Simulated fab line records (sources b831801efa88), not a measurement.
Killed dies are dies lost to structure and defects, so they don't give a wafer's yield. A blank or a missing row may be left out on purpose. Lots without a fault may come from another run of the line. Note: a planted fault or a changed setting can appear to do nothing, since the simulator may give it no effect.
2 desks looking at one fault :: flow gf180mcu :: only its own numbers are on each desk; what lay behind them is given at the end

AT THE METROLOGY DESK
Means of the sampled wafers that have a number, per lot and without regard to the tool the lot ran on: this is what the gauges read. If a lot's mean is further than 4 standard deviations from the usual mean, the lot is out of limits and carries the mark OUT (the distance appears in the brackets).
Columns: A = VT_IMPLANT_TW at GF_VT_IMPLANT_TW_MEAS_10, usual 565; B = HV_LDD_OVL at GF_HV_LDD_OVL_MEAS_08, usual 0.2 nm; C = cd_nm at GF_PSD_CD_MEAS_07, usual 400.9 nm
lot: L190
first seen here: day 6 03:16
A: 564
B: 0.6
C: 396.4

lot: L191
first seen here: day 6 10:38
A: 551
B: 1.8
C: 401.7

lot: L192
first seen here: day 6 14:41
A: 564
B: 0.0
C: 401.1

lot: L193
first seen here: day 6 19:35
A: 550
B: 0.7
C: 402.6

lot: L194
first seen here: day 7 03:44
A: 569
B: 1.1
C: 401.4

lot: L197
first seen here: day 7 21:23
A: 510 (-8.3) OUT
B: -0.8
C: 401.3

lot: L198
first seen here: day 8 05:59
A: 507 (-8.8) OUT
B: 0.4
C: 400.7

lot: L199
first seen here: day 8 11:02
A: 571
B: 0.4
C: 399.8

lot: L206
first seen here: day 10 03:46
A: 563
B: 0.3
C: 398.6

lot: L207
first seen here: day 10 14:38
A: 565
B: 3.0
C: 401.5

lot: L208
first seen here: day 10 19:38
A: 563
B: -0.9
C: 402.3

lot: L209
first seen here: day 11 00:59
A: 552
B: 0.1
C: 399.0

lot: L211
first seen here: day 11 13:16
A: 570
B: 0.1
C: 398.6
Finding of this desk: L197, L198 out of limits, first seen on L197 at day 7 21:23 (VT_IMPLANT_TW at GF_VT_IMPLANT_TW_MEAS_10). In limits: L190, L191, L192, L193, L194, L199, L206, L207, L208, L209, L211.

FOR THE TOOL OWNER'S DESK: implanter-01
For each lot that ran on this tool, the mean over its sampled wafers that have a number, from the tool's own readings at GF_VT_IMPLANT_IMPLANT_08. If a lot's mean is further than 4 standard deviations from the usual mean, the lot is out of limits and carries the mark OUT (the distance appears in the brackets).
Columns: A = dose_ions_cm2 at GF_VT_IMPLANT_IMPLANT_08, usual 8.29e+12; B = faraday_current_uA at GF_VT_IMPLANT_IMPLANT_08, usual 46.9
lot: L190
first seen here: day 6 03:01
A: 8.29e+12
B: 47.6

lot: L193
first seen here: day 6 19:22
A: 8.30e+12
B: 47.3

lot: L197
first seen here: day 7 21:08
A: 5.90e+12 (-99 or more) OUT
B: 33.6 (-15) OUT

lot: L198
first seen here: day 8 05:44
A: 5.91e+12 (-99 or more) OUT
B: 33.1 (-15) OUT

lot: L208
first seen here: day 10 19:23
A: 8.28e+12
B: 46.1
This desk's finding: out of limits on L197, L198; first on L197, day 7 21:08 (dose_ions_cm2 at GF_VT_IMPLANT_IMPLANT_08). In limits: L190, L193, L208.

PUT TOGETHER
The tool owner's desk had the chance to raise an alarm at day 7 21:08 on L197, L198.
Metrology desk: alarm possible at day 7 21:23 on L197, L198.
On implanter-01, each named lot ran GF_VT_IMPLANT_IMPLANT_08.

WHAT THE SIMULATOR HAD PUT IN
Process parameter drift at GF_VT_IMPLANT_IMPLANT_08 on implanter-01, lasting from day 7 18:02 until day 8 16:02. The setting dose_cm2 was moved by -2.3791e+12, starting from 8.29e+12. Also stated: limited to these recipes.
Struck lots among those shown: L197, L198.
Counting hours from when the fault started, the first reading out of limits came at 3 for the tool owner's desk and at 3 for the metrology desk.
